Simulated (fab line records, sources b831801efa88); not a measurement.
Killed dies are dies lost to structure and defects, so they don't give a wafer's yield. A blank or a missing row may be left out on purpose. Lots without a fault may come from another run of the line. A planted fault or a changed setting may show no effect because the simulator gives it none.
Split-lot experiment | flow sky130 | 5 lots, 23 wafers read, on a route of 708 steps

THE SPLIT
At SKY_FIELD_ISO_ETCH_14 (etches BARC in N2/H2, stops on SiO2, time 45.9 s, target depth 60 nm), the setting source_w was moved away from the recipe's 500 W on 8 of the 23 wafers read, by -5.0% to +10.8%. The other wafers ran this setting at the recipe's value.

The reading is taken at the split's own step.

THE READING
KrF-thick_of_FIELD_ISO_COAT_08.thk_nm (the simulator's own value, which no gauge read), in nm, at SKY_FIELD_ISO_ETCH_14 (etches BARC in N2/H2, stops on SiO2, time 45.9 s, target depth 60 nm). The file gives no usual value for it. The 15 wafers here that ran the recipe average 392.5 nm, standard deviation 0.82 nm.

wafer  | tool, chamber at the split | source_w as run, W | against the recipe | KrF-thick_of_FIELD_ISO_COAT_08.thk_nm, nm | against lot-mates on the recipe
L075.1 | rie_diel-03, 3             | 500                | recipe             | 392                                       | -
L075.2 | rie_diel-03, 1             | 485                | -3.0%              | 393.1                                     | +1.1
L075.3 | rie_diel-03, 2             | 500                | recipe             | 392.1                                     | -
L075.4 | rie_diel-03, 0             | 485                | -3.0%              | 392.6                                     | +0.6
L075.6 | rie_diel-03, 1             | 485                | -3.0%              | 393.3                                     | +1.2
L077.2 | rie_diel-03, 2             | 500                | recipe             | 392.7                                     | -
L077.3 | rie_diel-03, 3             | 500                | recipe             | 393.1                                     | -
L077.5 | rie_diel-03, 3             | 500                | recipe             | 393.5                                     | -
L079.1 | rie_diel-03, 2             | 500                | recipe             | 391.6                                     | -
L079.2 | rie_diel-03, 0             | 500                | recipe             | 391.4                                     | -
L079.4 | rie_diel-03, 1             | 500                | recipe             | 392.2                                     | -
L079.5 | rie_diel-03, 3             | 500                | recipe             | 393.6                                     | -
L079.6 | rie_diel-03, 0             | 500                | recipe             | 392.1                                     | -
L081.1 | rie_diel-02, 3             | 500                | recipe             | 393.8                                     | -
L081.2 | rie_diel-02, 2             | 500                | recipe             | 391.6                                     | -
L081.3 | rie_diel-02, 1             | 500                | recipe             | 392.2                                     | -
L081.4 | rie_diel-02, 0             | 475.1              | -5.0%              | 393.9                                     | +1.4
L081.6 | rie_diel-02, 1             | 475.1              | -5.0%              | 394.7                                     | +2.2
L085.1 | rie_diel-03, 0             | 554                | +10.8%             | 387                                       | -6.0
L085.2 | rie_diel-03, 1             | 500                | recipe             | 393.9                                     | -
L085.4 | rie_diel-03, 3             | 500                | recipe             | 392.1                                     | -
L085.5 | rie_diel-03, 0             | 554                | +10.8%             | 387.7                                     | -5.3
L085.6 | rie_diel-03, 3             | 554                | +10.8%             | 388.3                                     | -4.7

THE FIT
A straight line over all 23 wafers: KrF-thick_of_FIELD_ISO_COAT_08.thk_nm changes by -0.415 nm for each +1% of source_w; r = -0.92; the points scatter about the line by 0.79 nm.
The same after taking each lot's own level away (the mean of its wafers on the recipe; 23 wafers): -0.462 nm for each +1%; r = -0.95; scatter 0.69 nm.
On that fit, the largest move of source_w shifts the reading by 5 nm.
The lots' own levels span 392.05 to 393.10 nm, that is 1.3 times the standard deviation above.
So the lot-to-lot level changes the slope: the two fits differ.
Check: with one of the wafers moved furthest among these (+10.8%) left out of the fit, the line predicts -4.78 nm for it against its lot-mates. It came out at -6 nm against them.

OTHER SPLITS ON THESE WAFERS
These wafers also went through other splits before the reading. Each is held against what the fit with the lots' levels taken away leaves over:
other split on the same wafers       | wafers away from the commonest value | r with KrF-thick_of_FIELD_ISO_COAT_08.thk_nm (lot level and that fit taken away)
SKY_FIELD_ISO_OXIDATION_01 ox_time_s | 13                                   | -0.09

THE FILE'S OWN FIT
KrF-thick_of_FIELD_ISO_COAT_08.thk_nm changes by -0.459 nm for each +1% of source_w, r = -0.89.
